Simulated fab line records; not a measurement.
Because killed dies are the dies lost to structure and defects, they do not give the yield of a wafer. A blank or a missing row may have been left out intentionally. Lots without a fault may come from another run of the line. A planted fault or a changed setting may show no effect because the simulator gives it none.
fab line records	flow sky130
record lots=7	wafers=17	last-day=50
route steps=708 shown METAL4@627 VIA4@639 PAD_OPEN@708
lots with no fault: from the same line, run without faults
start-h: start of the lot's first displayed wafer, in hours after the record's first day	wait-h: how many hours have passed since the lot's step before this one	" as in the row above	L1.1+2: a single row standing in for several wafers	- no value, or no start given	* or withheld: withheld	< > ~ a bound
route shown NAME@n: a module of which the file shows steps, and the number in the route of the first	usual: mean and standard deviation over wafers with no fault	same: alike in all rows	chamber/n: place in a boat	sites: readings site by site	_std_site: how widely they spread, as a standard deviation	_edge_site: mean of outer sites minus mean of inner sites	radius-mm: for every site, how far away it sits from the centre of the wafer	mask NAME#n: copy n	behind: the tool/chamber that last shaped the wafer	hold: the reason the lot was held/the length of the hold in hours/how it ended	device: the n, p or np transistor that did not switch	end of line: at the end of the route, the tests of the same wafers	where a step has no rows: the recipe by itself	killed: at the first sort, the dies lost to defects and structure; wafer yield is something else	map: a wafer's dies, x killed, . not, _ none there
set.NAME: the setting as run; set.NAME@STEP: as run at that earlier step	model.NAME: the simulator's own value behind a step, which no gauge read
lots at some steps of the route; a table a step, a row a wafer
services: when a tool's chamber went out of use (start-h, in hours from the record's first day, below 0 if earlier), for how many hours, and the reason
## steps
# step SKY_METAL4_PEB_11
# recipe peb-temp-c=withheld	peb-time-s=withheld	resist=KrF-thick
# step SKY_METAL4_DEVELOP_12
# recipe develop-time-s=57.7	resist=KrF-thick	dev-temp-c=21
# step SKY_METAL4_CD_MEAS_13
# recipe target-cd-nm=300
# usual cd-nm=299.9/1.7
lot.wafer	tool	chamber	start-h	wait-h	cd-nm
L158.2	cd-sem-02	-	1001.47	-	301.0
L158.4	"	-	"	"	300.9
L158.6	"	-	"	"	301.3
L161.1	cd-sem-02	-	1010.16	-	299.1
L164.1	cd-sem-01	-	1026.80	-	299.3
L164.3	"	-	"	"	299.4
L164.5	"	-	"	"	296.4
L163.1	cd-sem-02	-	1031.76	-	301.7
L175.1	cd-sem-01	-	1096.96	-	302.4
L175.3	"	-	"	"	300.1
L175.4	"	-	"	"	300.8
L177.1	cd-sem-02	-	1107.85	-	301.4
L177.5	"	-	"	"	302.1
L177.6	"	-	"	"	301.4
L178.1	cd-sem-02	-	1112.26	-	301.7
L178.3	"	-	"	"	302.6
L178.4	"	-	"	"	302.2
# step SKY_METAL4_OVL_MEAS_14
# usual METAL4_OVL=-3/5.9
lot.wafer	tool	chamber	start-h	wait-h	METAL4_OVL[nm]
L158.2	overlay-02	-	1001.57	0.1	-10
L158.4	"	-	"	"	-5
L158.6	"	-	"	"	-11
L161.1	overlay-02	-	1010.28	0.1	2
L164.1	overlay-01	-	1026.92	0.1	-2
L164.3	"	-	"	"	-10
L164.5	"	-	"	"	-2
L163.1	overlay-01	-	1031.88	0.1	-2
L175.1	overlay-02	-	1097.08	0.1	-4
L175.3	"	-	"	"	-1
L175.4	"	-	"	"	2
L177.1	overlay-01	-	1107.97	0.1	7
L177.5	"	-	"	"	-2
L177.6	"	-	"	"	-5
L178.1	overlay-02	-	1112.38	0.1	-3
L178.3	"	-	"	"	-2
L178.4	"	-	"	"	1
# step SKY_METAL4_DESCUM_15
# recipe chemistry=O2	source-power-w=150	bias-power-w=0	pressure-mtorr=10	temp-c=40	time-s=8
# usual drypump-motor-current-A=5.7/0.49	oes-product-au=0.999/0.014	rf-fwd-power-W=146.8/0.7
lot.wafer	tool	chamber	start-h	wait-h	drypump-motor-current-A	oes-product-au	rf-fwd-power-W	rf-hours-counter-h
L158.2	rie-metal-03	1	1001.60	0.0	6.6	0.977	148.2	19
L158.4	"	0	"	"	5.6	0.986	147.0	-
L158.6	"	1	"	"	6.6	0.978	148.4	-
L161.1	rie-metal-03	1	1010.32	0.0	6.6	0.985	148.1	20
L164.1	rie-metal-02	1	1026.95	0.0	6.0	0.996	146.9	19
L164.3	"	1	"	"	6.0	1.005	146.3	-
L164.5	"	1	"	"	6.0	0.996	146.3	-
L163.1	rie-metal-03	0	1031.91	0.0	5.7	0.982	147.2	9
L175.1	rie-metal-03	1	1097.11	0.0	6.5	0.989	147.3	2
L175.3	"	0	"	"	5.6	0.992	146.5	-
L175.4	"	1	"	"	6.6	0.993	148.0	-
L177.1	rie-metal-01	1	1108.00	0.0	5.6	1.024	147.1	24
L177.5	"	1	"	"	5.6	1.013	146.6	-
L177.6	"	0	"	"	5.0	1.005	146.8	-
L178.1	rie-metal-03	0	1112.41	0.0	5.6	0.991	146.2	16
L178.3	"	0	"	"	5.6	0.989	147.0	-
L178.4	"	1	"	"	6.5	1.003	148.2	-
# step SKY_METAL4_ETCH_16
# recipe chemistry=N2/H2	target=BARC	ion-energy-ev=200	bias-w=100	pressure-mtorr=30	n2-flow-sccm=100	h2-flow-sccm=200	icp-w=500	stop-on=SiO2	time-s=88.2	target-depth-a=600
# usual drypump-motor-current-A=5.7/0.49	oes-product-au=0.625/0.0043	rf-fwd-power-W=496.5/1.8	throttle-valve-pct=13.204/0.01
lot.wafer	tool	chamber	start-h	wait-h	drypump-motor-current-A	oes-product-au	rf-fwd-power-W	rf-hours-counter-h	throttle-valve-pct
L158.2	rie-metal-03	1	1001.63	0.0	6.6	0.631	495.4	19	13.195
L158.4	"	0	"	"	5.6	0.613	497.6	-	13.231
L158.6	"	1	"	"	6.6	0.628	495.2	-	13.216
L161.1	rie-metal-03	1	1010.35	0.0	6.6	0.623	499.4	20	13.210
L164.1	rie-metal-02	1	1026.98	0.0	6.0	0.621	496.5	19	13.204
L164.3	"	1	"	"	6.0	0.619	498.1	-	13.198
L164.5	"	1	"	"	6.0	0.627	496.9	-	13.212
L163.1	rie-metal-03	0	1031.95	0.0	5.7	0.627	498.9	9	13.224
L175.1	rie-metal-03	1	1097.15	0.0	6.5	0.622	496.4	2	13.205
L175.3	"	0	"	"	5.6	0.624	495.6	-	13.216
L175.4	"	1	"	"	6.5	0.627	495.1	-	13.210
L177.1	rie-metal-01	1	1108.03	0.0	5.7	0.626	499.0	24	13.216
L177.5	"	1	"	"	5.7	0.629	495.7	-	13.193
L177.6	"	0	"	"	5.1	0.626	497.1	-	13.219
L178.1	rie-metal-03	0	1112.45	0.0	5.7	0.634	498.4	16	13.184
L178.3	"	0	"	"	5.6	0.625	496.2	-	13.207
L178.4	"	1	"	"	6.6	0.628	499.3	-	13.225
# step SKY_METAL4_ETCH_17
# recipe target=SiO2	stop-on=TiN	chemistry=C4F8/O2/Ar	source-w=1500	bias-w=1200	pressure-mtorr=40	c4f8-flow-sccm=withheld	O2_flow_sccm=6	Ar_flow_sccm=300	time-s=3.9	target-depth-a=150
# step SKY_METAL4_METAL_ETCH_18
# recipe target-depth-a=8450	stop-on=SiO2	over-etch-frac=0.3	time-s=183.1	chemistry=Cl2/BCl3	resist-sidewall-deg=88	pressure-mtorr=10	icp-w=900	bias-w=48.5	Cl2_flow_sccm=60	bcl3-flow-sccm=30
# usual drypump-motor-current-A=5.7/0.49	oes-product-au=0.866/0.0069	rf-fwd-power-W=896.3/2.7	throttle-valve-pct=22.264/0.0086
lot.wafer	tool	chamber	start-h	wait-h	drypump-motor-current-A	oes-product-au	rf-fwd-power-W	rf-hours-counter-h	throttle-valve-pct
L158.2	rie-metal-02	1	1001.75	0.0	6.0	0.868	893.4	18	22.264
L158.4	"	0	"	"	5.2	0.866	896.1	-	22.265
L158.6	"	1	"	"	6.0	0.870	893.8	-	22.278
L161.1	rie-metal-02	0	1010.47	0.0	5.2	0.868	892.4	19	22.261
L164.1	rie-metal-03	0	1027.10	0.0	5.7	0.856	894.3	8	22.262
L164.3	"	1	"	"	6.5	0.857	897.6	-	22.252
L164.5	"	0	"	"	5.7	0.867	893.1	-	22.246
L163.1	rie-metal-02	1	1032.06	0.0	6.0	0.865	896.3	20	22.274
L175.1	rie-metal-01	0	1097.26	0.0	5.0	0.855	897.2	19	22.264
L175.3	"	0	"	"	5.0	0.863	897.6	-	22.262
L175.4	"	1	"	"	5.7	0.865	897.5	-	22.249
L177.1	rie-metal-03	1	1108.15	0.0	6.5	0.874	897.8	3	22.273
L177.5	"	1	"	"	6.5	0.869	899.6	-	22.250
L177.6	"	0	"	"	5.7	0.862	899.5	-	22.253
L178.1	rie-metal-01	1	1112.56	0.0	5.7	0.868	893.3	24	22.280
L178.3	"	0	"	"	5.0	0.868	894.4	-	22.273
L178.4	"	1	"	"	5.6	0.862	898.4	-	22.273
# step SKY_METAL4_STRIP_19
# recipe chemistry=O2/N2	power-w=1400	pressure-mtorr=1500	platen-temp-c=withheld	o2-flow-sccm=3000	n2-flow-sccm=300	overash-fraction=0.5
# usual drypump-motor-current-A=5.9/0.56	oes-product-au=0.503/0.0067	strip-time-to-endpoint-s=6.56/0.12
lot.wafer	tool	chamber	start-h	wait-h	drypump-motor-current-A	oes-product-au	rf-hours-counter-h	strip-time-to-endpoint-s
L158.2	plasma-asher-01	0	1001.99	0.2	5.6	0.508	25	6.61
L158.4	"	0	"	"	5.6	0.505	-	6.54
L158.6	"	1	"	"	6.7	0.502	-	6.56
L161.1	plasma-asher-01	0	1010.64	0.1	5.6	0.501	26	6.58
L164.1	plasma-asher-03	1	1027.28	0.1	5.9	0.502	87	6.67
L164.3	"	1	"	"	5.9	0.503	-	6.71
L164.5	"	1	"	"	5.9	0.494	-	6.68
L163.1	plasma-asher-03	0	1032.24	0.1	6.3	0.503	88	6.55
L175.1	plasma-asher-02	0	1097.44	0.1	6.0	0.501	70	6.55
L175.3	"	0	"	"	6.0	0.508	-	6.49
L175.4	"	1	"	"	5.0	0.486	-	6.34
L177.1	plasma-asher-01	1	1108.33	0.1	6.7	0.511	36	6.66
L177.5	"	0	"	"	5.6	0.504	-	6.58
L177.6	"	1	"	"	6.7	0.512	-	6.70
L178.1	plasma-asher-01	0	1112.74	0.1	5.5	0.497	37	6.41
L178.3	"	0	"	"	5.6	0.518	-	6.61
L178.4	"	1	"	"	6.7	0.500	-	6.46
# step SKY_METAL4_STRIP_20
# recipe chemistry=post-etch-residue-remover	time-s=1200	temp-c=72.5
# step SKY_METAL4_CLEAN_21
# recipe chemistry=IPA	time-s=180	temp-c=25
# step SKY_METAL4_CLEAN_22
# recipe chemistry=O3/DIW	dry=n2-spin
# step SKY_VIA4_HDPCVD_00
# recipe material=SiO2	target-thk-nm=1750	sigma-open-frac=0.3	time-s=291.7	temp-c=400	sih4-flow-sccm=60	pressure-mtorr=6
# usual run-length-s=319.7/0.36
lot.wafer	tool	chamber	start-h	wait-h	run-length-s	model.SiO2_of_VIA4_HDPCVD_00.thk-nm
L158.2	hdpcvd-02	1	1002.58	0.0	319.5	1720
L158.4	"	0	"	"	319.6	1760
L158.6	"	2	"	"	319.2	1725
L161.1	hdpcvd-02	0	1011.24	0.0	355.4	1992
L164.1	hdpcvd-02	2	1027.88	0.0	319.2	1742
L164.3	"	1	"	"	319.5	1727
L164.5	"	0	"	"	355.9	1975
L163.1	hdpcvd-02	0	1032.83	0.0	355.0	1943
L175.1	hdpcvd-01	2	1098.11	0.0	319.6	1764
L175.3	"	1	"	"	319.9	1737
L175.4	"	1	"	"	320.1	1750
L177.1	hdpcvd-01	0	1108.92	0.0	320.1	1746
L177.5	"	0	"	"	319.8	1748
L177.6	"	2	"	"	319.5	1760
L178.1	hdpcvd-01	2	1113.40	0.0	320.5	1774
L178.3	"	1	"	"	320.2	1787
L178.4	"	0	"	"	319.6	1760
# step SKY_VIA4_THK_MEAS_01
# recipe reads=SiO2_of_VIA4_HDPCVD_00
# usual VIA4_HDPCVD_THK=1751/19
lot.wafer	tool	chamber	start-h	wait-h	VIA4_HDPCVD_THK[nm]
L158.2	film-metro-01	-	1002.77	0.1	1720
L158.4	"	-	"	"	1758
L158.6	"	-	"	"	1724
L161.1	film-metro-02	-	1011.41	0.1	1992
L164.1	film-metro-04	-	1028.05	0.1	1742
L164.3	"	-	"	"	1726
L164.5	"	-	"	"	1975
L163.1	film-metro-01	-	1033.01	0.1	1942
L175.1	film-metro-04	-	1098.29	0.1	1763
L175.3	"	-	"	"	1737
L175.4	"	-	"	"	1751
L177.1	film-metro-01	-	1109.10	0.1	1748
L177.5	"	-	"	"	1749
L177.6	"	-	"	"	1760
L178.1	film-metro-01	-	1113.58	0.1	1773
L178.3	"	-	"	"	1788
L178.4	"	-	"	"	1762
# step SKY_VIA4_CMP_02
# recipe material=SiO2	down-force-psi=4	platen-rpm=60	pad-velocity-m-s=0.94248
# usual motor-current-A=12.1/1.3
lot.wafer	tool	chamber	start-h	wait-h	motor-current-A
L158.2	cmp-02	2	1002.82	0.0	11.5
L158.4	"	3	"	"	11.8
L158.6	"	3	"	"	12.5
L161.1	cmp-02	1	1011.57	0.1	12.8
L164.3	cmp-02	2	1028.16	0.1	12.0
L164.1	"	3	"	"	12.0
L164.5	"	1	"	"	13.7
L163.1	cmp-01	1	1033.07	0.1	13.9
L175.1	cmp-01	1	1098.40	0.1	12.8
L175.3	"	2	"	"	10.7
L175.4	"	3	"	"	10.2
L177.1	cmp-02	2	1109.77	0.7	12.4
L177.6	"	3	"	"	11.7
L177.5	"	0	"	"	12.1
L178.1	cmp-02	2	1113.93	0.3	12.0
L178.3	"	3	"	"	12.1
L178.4	"	0	"	"	11.3
# step SKY_PAD_OPEN_PROBE_99
# usual killed_at_M0_to_M3=42/6.8	killed_at_M4_up=3.4/1.8	killed-at-contacts=25/5.7	killed-at-front-end=16/4.8	killed-at-other=0.2/0.39	killed-dies=87/9.6	killed-on-rim=17/3.9	killed-open=47/6.9	killed-short=40/6.3
# same gross-dies=492	killed-at-back-side=0
lot.wafer	tool	chamber	start-h	wait-h	killed_at_M0_to_M3	killed_at_M4_up	killed-at-contacts	killed-at-front-end	killed-at-other	killed-dies	killed-on-rim	killed-open	killed-short	model.etest.sonos-erased.drive-ua-um	model.etest.sonos-uncharged.r-on-ohm-um	model.etest.sonos-programmed.off-log10-a-um	model.etest.sonos-erased.vt-v	model.etest.sonos-uncharged.vt-v	model.etest.sonos-programmed.vt-v	model.etest.sonos-baked.vt-v
L158.2	prober-01	-	1095.73	0.1	34	4	25	18	0	81	15	36	45	228.2	798.2	-13.85	-2.343	-0.4376	1.539	1.01
L158.4	prober-01	-	1095.83	0.2	50	4	14	26	0	94	20	43	51	179.6	812.3	-13.94	-2.229	-0.4248	1.467	0.9587
L158.6	prober-01	-	1095.93	0.2	36	5	22	15	1	79	18	40	39	196	800.1	-14.01	-2.247	-0.4274	1.501	0.989
L161.1	prober-01	-	1102.48	0.1	34	1	33	46	0	114	21	49	38	100.5	768.3	-12.45	-1.388	-0.5682	1.3	0.8066
L164.1	prober-02	-	1118.48	0.1	42	7	31	13	0	93	16	47	46	188.7	799.5	-14.04	-2.357	-0.4049	1.484	0.9554
L164.3	prober-02	-	1118.58	0.2	29	4	20	18	0	71	12	36	35	172.4	795.6	-13.86	-2.321	-0.4739	1.441	0.8939
L164.5	prober-02	-	1118.68	0.2	51	2	19	20	0	92	15	53	39	184.2	808.8	-14	-2.36	-0.4009	1.49	0.9617
L163.1	prober-01	-	1122.23	0.1	36	3	35	38	0	112	30	51	36	125	799	-13.42	-1.448	-0.5459	1.311	0.8016
L175.1	prober-01	-	1176.89	0.1	38	3	26	11	0	78	21	47	31	195.5	802.1	-13.99	-2.379	-0.4342	1.583	1.025
L175.3	prober-01	-	1176.99	0.2	37	6	27	18	0	88	13	50	38	201.5	802.4	-13.88	-2.356	-0.4014	1.506	0.9875
L175.4	prober-01	-	1177.04	0.2	39	4	35	13	0	91	19	43	48	178.6	800.1	-13.84	-2.315	-0.4417	1.468	0.9698
L177.1	prober-01	-	1186.09	0.1	33	8	24	12	0	77	16	37	40	202.6	802.8	-13.99	-2.282	-0.4146	1.385	0.8697
L177.5	prober-01	-	1186.29	0.2	47	4	24	11	0	86	12	39	47	218.9	817.2	-13.91	-2.263	-0.4248	1.366	0.8809
L177.6	prober-01	-	1186.34	0.2	46	3	20	20	0	89	15	47	42	185.4	809.3	-13.93	-2.25	-0.462	1.403	0.9043
L178.1	prober-02	-	1189.47	0.1	47	2	29	14	0	92	18	49	43	173.7	803.5	-14.01	-2.278	-0.4374	1.483	0.9596
L178.3	prober-02	-	1189.57	0.2	57	2	33	20	0	112	22	64	48	197.2	806.6	-14	-2.266	-0.4511	1.463	0.9201
L178.4	prober-02	-	1189.62	0.2	36	2	34	17	0	89	16	47	42	155.3	813.6	-13.89	-2.237	-0.4383	1.506	0.9898
# killed by level:class
L158.2 CONTACT:geometric-particle:open=7 VIA1:geometric-particle:open=7 FIELD_ISO:geometric-particle:short=6 LOCAL_INTERCONNECT:geometric-particle:short=6 METAL3:geometric-particle:short=6 LI_CONTACT:geometric-particle:open=5 VIA3:geometric-particle:open=5 FIELD_ISO:geometric-particle:open=4
L158.4 VIA1:geometric-particle:open=11 VIA1:geometric-particle:short=9 POLY_GATE:geometric-particle:open=7 POLY_GATE:geometric-particle:short=7 CONTACT:geometric-particle:open=7 VIA2:geometric-particle:short=6 METAL2:geometric-particle:short=6 METAL1:geometric-particle:short=5
L158.6 VIA2:geometric-particle:open=7 CONTACT:geometric-particle:short=6 VIA1:geometric-particle:open=6 POLY_GATE:geometric-particle:open=5 LI_CONTACT:geometric-particle:open=5 CONTACT:geometric-particle:open=5 VIA1:geometric-particle:short=5 METAL2:geometric-particle:short=5
L161.1 SONOS_TUNNEL:overlay=27 CONTACT:geometric-particle:open=11 LOCAL_INTERCONNECT:geometric-particle:short=9 FIELD_ISO:geometric-particle:open=6 METAL2:geometric-particle:short=6 VIA1:geometric-particle:open=5 FIELD_ISO:geometric-particle:short=4 LI_CONTACT:geometric-particle:short=4
L164.1 CONTACT:geometric-particle:open=10 VIA1:geometric-particle:open=8 METAL3:geometric-particle:short=7 METAL1:geometric-particle:short=6 LI_CONTACT:geometric-particle:open=6 LOCAL_INTERCONNECT:geometric-particle:short=6 VIA3:geometric-particle:open=5 POLY_GATE:geometric-particle:open=4
L164.3 CONTACT:geometric-particle:open=9 FIELD_ISO:geometric-particle:open=7 VIA1:geometric-particle:open=7 POLY_GATE:geometric-particle:short=5 CONTACT:geometric-particle:short=5 LI_CONTACT:geometric-particle:open=4 VIA1:geometric-particle:short=4 METAL1:geometric-particle:short=4
L164.5 VIA1:geometric-particle:open=12 VIA2:geometric-particle:open=10 VIA1:geometric-particle:short=8 POLY_GATE:geometric-particle:open=7 CONTACT:geometric-particle:open=7 METAL1:geometric-particle:short=5 LI_CONTACT:geometric-particle:open=4 FIELD_ISO:geometric-particle:open=3
L163.1 SONOS_TUNNEL:overlay=25 CONTACT:geometric-particle:open=13 VIA1:geometric-particle:short=7 VIA1:geometric-particle:open=7 LI_CONTACT:geometric-particle:open=7 VIA3:geometric-particle:open=6 POLY_GATE:geometric-particle:open=5 LOCAL_INTERCONNECT:geometric-particle:short=5
L175.1 VIA1:geometric-particle:open=11 CONTACT:geometric-particle:open=10 LI_CONTACT:geometric-particle:open=8 CONTACT:geometric-particle:short=5 METAL2:geometric-particle:short=4 VIA3:geometric-particle:open=4 FIELD_ISO:geometric-particle:open=3 POLY_GATE:geometric-particle:open=3
L175.3 VIA2:geometric-particle:open=11 CONTACT:geometric-particle:open=10 CONTACT:geometric-particle:short=8 VIA1:geometric-particle:open=6 VIA3:geometric-particle:open=5 SPACER:geometric-particle:short=4 LI_CONTACT:geometric-particle:open=4 FIELD_ISO:geometric-particle:short=3
L175.4 CONTACT:geometric-particle:short=14 VIA1:geometric-particle:open=9 LI_CONTACT:geometric-particle:open=7 CONTACT:geometric-particle:open=7 VIA3:geometric-particle:open=7 POLY_GATE:geometric-particle:short=4 LI_CONTACT:geometric-particle:short=4 METAL1:geometric-particle:short=4
L177.1 CONTACT:geometric-particle:open=10 VIA1:geometric-particle:open=8 METAL4:geometric-particle:short=7 METAL1:geometric-particle:short=5 CONTACT:geometric-particle:short=5 VIA1:geometric-particle:short=5 VIA2:geometric-particle:open=5 FIELD_ISO:geometric-particle:short=4
L177.5 METAL2:geometric-particle:short=9 VIA1:geometric-particle:short=9 LI_CONTACT:geometric-particle:open=8 CONTACT:geometric-particle:open=7 VIA1:geometric-particle:open=7 CONTACT:geometric-particle:short=6 VIA2:geometric-particle:open=6 VIA2:geometric-particle:short=5
L177.6 VIA1:geometric-particle:open=10 METAL2:geometric-particle:short=7 VIA1:geometric-particle:short=7 LI_CONTACT:geometric-particle:open=6 CONTACT:geometric-particle:open=6 POLY_GATE:geometric-particle:open=5 VIA2:geometric-particle:short=5 VIA3:geometric-particle:short=5
L178.1 CONTACT:geometric-particle:open=16 VIA3:geometric-particle:open=10 VIA1:geometric-particle:short=7 FIELD_ISO:geometric-particle:short=6 VIA1:geometric-particle:open=6 METAL2:geometric-particle:short=6 VIA2:geometric-particle:open=5 METAL1:geometric-particle:short=5
L178.3 CONTACT:geometric-particle:open=13 VIA2:geometric-particle:open=11 VIA1:geometric-particle:open=10 LI_CONTACT:geometric-particle:open=10 METAL1:geometric-particle:short=9 VIA3:geometric-particle:open=7 POLY_GATE:geometric-particle:short=6 METAL2:geometric-particle:short=5
L178.4 LI_CONTACT:geometric-particle:open=12 CONTACT:geometric-particle:open=10 METAL1:geometric-particle:short=7 CONTACT:geometric-particle:short=6 METAL2:geometric-particle:short=6 VIA3:geometric-particle:open=5 POLY_GATE:geometric-particle:short=5 POLY_GATE:geometric-particle:open=5
# map L161.1 (x killed, . not)
__________........x._________
________....xx......x._______
______x..x.............._____
_____.............x......____
____...xx.......xx..x..xx.___
___..x..x............x.....__
__........x.xxx............._
_xx.x.xxxxx.....xx...x.......
_....x.....x..x.xx....x..x..x
_.x....xxx....x...x...xx.....
_..x....x.............xx...xx
_...x............x.....x..x..
_x.x...x..xx....x.....x...x..
_xx......xx.x....x..x...x....
_.x.xxx....xx..x....x.x......
__....x.x..x..xxx....x......_
___x.......x..............x__
____...x.x..x.....x....x..___
_____x...x.xx...x......xx____
______x........xx......._____
________.xxx.....x.xx._______
__________.........._________
# map L163.1 (x killed, . not)
__________...x..xxxx_________
________xx..xx.....x.x_______
______..x..............._____
_____.x...x..x........x..____
____......x.......x...x.x.___
___.x.x......x.....x...x..x__
__x......x..x...xx.x..x....x_
_...x....x.....x..x..........
_.....xx..x..x...x.....x..x.x
_.................x....x.....
_..x...xxx..........xxx.x..xx
_....x.....xx......x.x...x...
_.x...x.x..x...x..x.......x..
_...x.xx........x.....x..x..x
_x..x.........x..x...xx......
__x..x.........x.x.........x_
___.........x...xxx..x.....__
____x..x.............xx...___
_____x...x...........xxxx____
______....x.......x...x._____
________......x..x...x_______
__________.......x.x_________
## services
tool	chamber	start-h	hours	kind
plasma-asher-01	-	980.87	0.3	repair
rie-metal-03	-	986.79	14.6	pm
rie-metal-01	1	1005.90	12.0	repair
hdpcvd-01	-	1023.29	14.6	pm
rie-metal-01	0	1033.05	18.8	repair
hdpcvd-01	-	1037.89	6.0	pm
hdpcvd-01	2	1039.75	10.8	repair
cmp-02	-	1044.70	1.0	repair
rie-metal-03	1	1046.79	-	clean
rie-metal-03	1	1046.79	16.6	scheduled-down
rie-metal-03	1	1046.79	16.6	vent-cycle
rie-metal-03	0	1066.89	5.6	repair
hdpcvd-01	2	1087.20	2.8	repair
plasma-asher-03	-	1093.37	6.7	repair
cmp-01	-	1104.67	7.2	pm
## key
first-sign step=SKY_VIA4_HDPCVD_00	reading=run-length-s	direction=up	sigmas=99+	usual=*	struck=*
effect step=SKY_VIA4_THK_MEAS_01	reading=VIA4_HDPCVD_THK	direction=up	sigmas=11	usual=1751	struck=1970
model-effect step=SKY_VIA4_HDPCVD_00	value=SiO2_of_VIA4_HDPCVD_00.thk-nm	without=1756	struck=1970
model-effect step=SKY_PAD_OPEN_PROBE_99	value=etest.sonos-erased.drive-ua-um	without=189.6	struck=136.6
met-at SKY_VIA4_HDPCVD_00
struck-wafers L161.1,L163.1,L164.5
tester-left-out L161,L163
onset-between 1002.58 1011.24
earlier-fault kind=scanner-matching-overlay	tool=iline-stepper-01	chamber=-	onset-h=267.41	steps=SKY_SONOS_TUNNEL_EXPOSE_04	offset=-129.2
fault kind=process-parameter-drift	tool=hdpcvd-02	chamber=0	onset-h=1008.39	steps=SKY_VIA4_HDPCVD_00	channel=time-s	offset=*	shape=step	acts-in=*	stated=*
# tester-left-out: of these lots the tester's yield and bins aren't shown, on N5 and GAA mostly nor the transistor test; their killed dies are dies lost to structure and defects alone, not to doping, threshold or leakage, so they don't give the yield
